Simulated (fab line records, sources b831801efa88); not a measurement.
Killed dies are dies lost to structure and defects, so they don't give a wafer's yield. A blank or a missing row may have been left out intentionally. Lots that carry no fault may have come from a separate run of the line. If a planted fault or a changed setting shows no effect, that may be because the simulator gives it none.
Problem report, 8D (eight disciplines) form, completed by code ; flow sky130 ; the parts of the form that need people (team, actions taken, sign-off) are left out

## 1. THE ISSUE
LOCAL_INTERCONNECT_TIN_RS at SKY_LOCAL_INTERCONNECT_RS_MEAS_01 reads a mean of 14.79 ohm/sq on 2 wafers of 2 lots; wafers without a fault read 14.09 ohm/sq with a standard deviation of 0.12. That is +5.8 standard deviations from the usual mean.
The step: measures by four-point-probe.
First observed at day 33 07:38: wafer L835.4, on filmMetro-04. Wafers with a number at this step in the record: 30, from 10 lots. Rule for "out", or "out of limits": more than 4 standard deviations from the usual mean. All remaining wafers that have a number are taken as sound.

## 2. WHAT IT IS; WHAT IT IS NOT
question;is;is not
which readings at this step;LOCAL_INTERCONNECT_TIN_RS;-
which lots;L835, L836;L825, L827, L829, L834, L838, L840, L844, L846
which wafers of those lots;L835.4, L836.3;L835.2, L835.5, L836.1, L836.6
read on which gauges;filmMetro-01, filmMetro-04;-
when;from day 33 07:38;"up to then (14 sound wafers); but 14 sound wafers of L836, L838, L840, L844, L846 came after"

## 3. WHAT RULES OUT EACH SUSPECT
Counting: any tool at a process step up to the reading remains a suspect provided it ran every lot that is out. Sound lots after the first of them don't rule it out here, since some wafers of a struck lot are sound.
- the gauge at SKY_LOCAL_INTERCONNECT_RS_MEAS_01 has been ruled out. The wafers that are out were read on 2 gauges (filmMetro-01, filmMetro-04).
- pvdSputter-04 at SKY_LOCAL_INTERCONNECT_SPUTTER_00 (material TiN, target thk 100 nm, time 83.3 s): kept. It processed each lot that is out (first: L835, day 33 07:32); up to then, its last sound lot is L829 (day 31 10:14).
After counting, what remains is pvdSputter-04 at SKY_LOCAL_INTERCONNECT_SPUTTER_00.

## 4. THE CAUSE (what the simulator had put in)
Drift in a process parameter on pvdSputter-04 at SKY_LOCAL_INTERCONNECT_SPUTTER_00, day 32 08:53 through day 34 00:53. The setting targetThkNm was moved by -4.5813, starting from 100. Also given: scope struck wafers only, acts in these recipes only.
Only this tool survived the counting.

## 5. THE CHAIN OF EFFECTS, in route order
Each row: a reading where the mean over the struck wafers with a number is more than 3 standard deviations away from the usual. Readings are gone through only where the record gives a usual standard deviation; hours: the median, over the lots, of the time from a lot's start at the first step in this table giving one to that lot's start at this step; sigmas: the change measured in usual standard deviations.
hours;step;reading;usual;on struck wafers;change;sigmas
0;SKY_LOCAL_INTERCONNECT_RS_MEAS_01;LOCAL_INTERCONNECT_TIN_RS;14.09 ohm/sq;14.79;+0.70;+5.8
0;SKY_LOCAL_INTERCONNECT_THK_MEAS_02;LOCAL_INTERCONNECT_TIN_THK;99.2 nm;94.8;-4.4;-4.4
26;SKY_LOCAL_INTERCONNECT_METAL_ETCH_14;oesProductAu;0.943 a.u.;0.919;-0.024;-3.4
The process steps in it:
- SKY_LOCAL_INTERCONNECT_METAL_ETCH_14: etches TiN in Cl2/BCl3, stops on PSG, target depth 110 nm, time 31.4 s.
Later measuring or inspecting steps at which every struck wafer that the step has a row for has a number for every such reading, and none has moved that far: SKY_METAL2_THK_MEAS_06, SKY_VIA4_THK_MEAS_01.

## 6. WHAT WOULD HAVE CAUGHT IT SOONER
In this record the first reading out of limits at a measuring or inspecting step was taken at day 33 07:38, 23 hours after the fault began at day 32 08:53.
Tool readings at SKY_LOCAL_INTERCONNECT_SPUTTER_00 with a usual standard deviation given in the record: none out on any struck wafer, hence no alarm at a limit of 4 standard deviations on them.
Among the 2 lots that are out, L836 began SKY_LOCAL_INTERCONNECT_SPUTTER_00 on pvdSputter-04 after day 33 07:38. Had the tool been put on hold then, it would have been spared.
